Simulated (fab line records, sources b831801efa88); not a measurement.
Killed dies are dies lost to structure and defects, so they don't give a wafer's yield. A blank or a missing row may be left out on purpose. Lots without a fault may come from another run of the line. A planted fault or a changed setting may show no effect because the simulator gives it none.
Which tool did it? | flow sfq_line | 13 lots, 39 wafers sampled, at 2 steps of a route of 325

WHAT THE GAUGES READ, wafer by wafer
SFQ_I3_BOW_MEAS_922. Usual: I3_BOW 5 um, standard deviation 9.7.
lot  | measured     | on            | I3_BOW (um)  | flag
L775 | day 33 16:10 | film_metro-02 | 1 -2 -1      |
L777 | day 34 04:11 | film_metro-01 | 15 21 14     |
L778 | day 35 21:04 | film_metro-01 | -5 3 8       |
L779 | day 36 02:47 | film_metro-03 | 12 19 17     |
L780 | day 36 06:05 | film_metro-03 | 1 6 10       |
L781 | day 36 13:44 | film_metro-02 | 22 21 16     |
L784 | day 43 12:47 | film_metro-03 | -5 -16 -20   |
L785 | day 49 11:38 | film_metro-03 | -1 10 17     |
L786 | day 49 20:35 | film_metro-03 | 2 -9 9 - - - |
L788 | day 50 08:38 | film_metro-02 | -7 -10 -10   |
L794 | day 52 12:04 | film_metro-03 | 2 14 -1      |
L796 | day 53 09:02 | film_metro-02 | 13 3 5       |
L797 | day 54 02:49 | film_metro-03 | -4 -10 4     |

WHICH TOOL RAN EACH LOT (tool, then ch and the chambers of the sampled wafers, then the start)
lot  | SFQ_TRILAYER_I3_CMP_CMP_082
L775 | cmp-01 ch 0,1, day 33 13:10
L777 | cmp-01 ch 1,2,3, day 34 01:10
L778 | cmp-01 ch 0,2,3, day 35 18:04
L779 | cmp-02 ch 1,2, day 35 23:46
L780 | cmp-01 ch 1,3, day 36 03:34
L781 | cmp-01 ch 1,2, day 36 10:44
L784 | cmp-01 ch 1,2,3, day 43 09:47
L785 | cmp-01 ch 2,3, day 49 09:05
L786 | cmp-01 ch 1,2, day 49 17:35
L788 | cmp-02 ch 0,1,2, day 50 05:37
L794 | cmp-02 ch 0,2,3, day 52 10:32
L796 | cmp-02 ch 1,2,3, day 53 06:02
L797 | cmp-01 ch 0,1,3, day 53 23:47
- SFQ_TRILAYER_I3_CMP_CMP_082: polishes SiO2.

WHAT THE TOOLS THEMSELVES READ (means of the sampled wafers that have a number; where no wafer has one, the mark that the record gives instead)
SFQ_TRILAYER_I3_CMP_CMP_082. Usual: motor_current_A 10.2 A, standard deviation 0.91; slurry_flow_ml_min 150.0, standard deviation 0.47; time_to_endpoint_s 216 s, standard deviation 7.3.
lot  | tool   | motor_current_A (A) | slurry_flow_ml_min | time_to_endpoint_s (s) | flag
L775 | cmp-01 | 9.2                 | 150.3              | 215                    |
L777 | cmp-01 | 9.9                 | 149.7              | 224                    |
L778 | cmp-01 | 10.5                | 150.0              | 212                    |
L779 | cmp-02 | 11.1                | 150.8              | 216                    |
L780 | cmp-01 | 9.2                 | 150.3              | 217                    |
L781 | cmp-01 | 10.4                | 149.7              | 215                    |
L784 | cmp-01 | 9.7                 | 150.0              | 218                    |
L785 | cmp-01 | 9.8                 | 149.7              | 226                    |
L786 | cmp-01 | 9.4                 | 149.9              | 198                    |
L788 | cmp-02 | 11.0                | 150.0              | 212                    |
L794 | cmp-02 | 11.1                | 149.6              | 212                    |
L796 | cmp-02 | 10.4                | 149.6              | 209                    |
L797 | cmp-01 | 9.8                 | 150.0              | 219                    |

THE ANSWER, worked out from the rows above alone
Rule: a lot is off if the mean of its wafers that have a number lies more than 3 standard deviations from the usual mean. A lot without any number at a reading at which 4 lots or more have one is off too. The other lots that the step has rows for count as sound. The gauges are gone through in route order, then the tools' own readings, and for those a lot's mean is taken as printed above. The first step at which some lot is off is used, and at that step the reading that is off furthest; a lot without a number counts as furthest.
No lot is off at any reading shown: from this, nothing can be told.

WHAT THE SIMULATOR HAD PUT IN
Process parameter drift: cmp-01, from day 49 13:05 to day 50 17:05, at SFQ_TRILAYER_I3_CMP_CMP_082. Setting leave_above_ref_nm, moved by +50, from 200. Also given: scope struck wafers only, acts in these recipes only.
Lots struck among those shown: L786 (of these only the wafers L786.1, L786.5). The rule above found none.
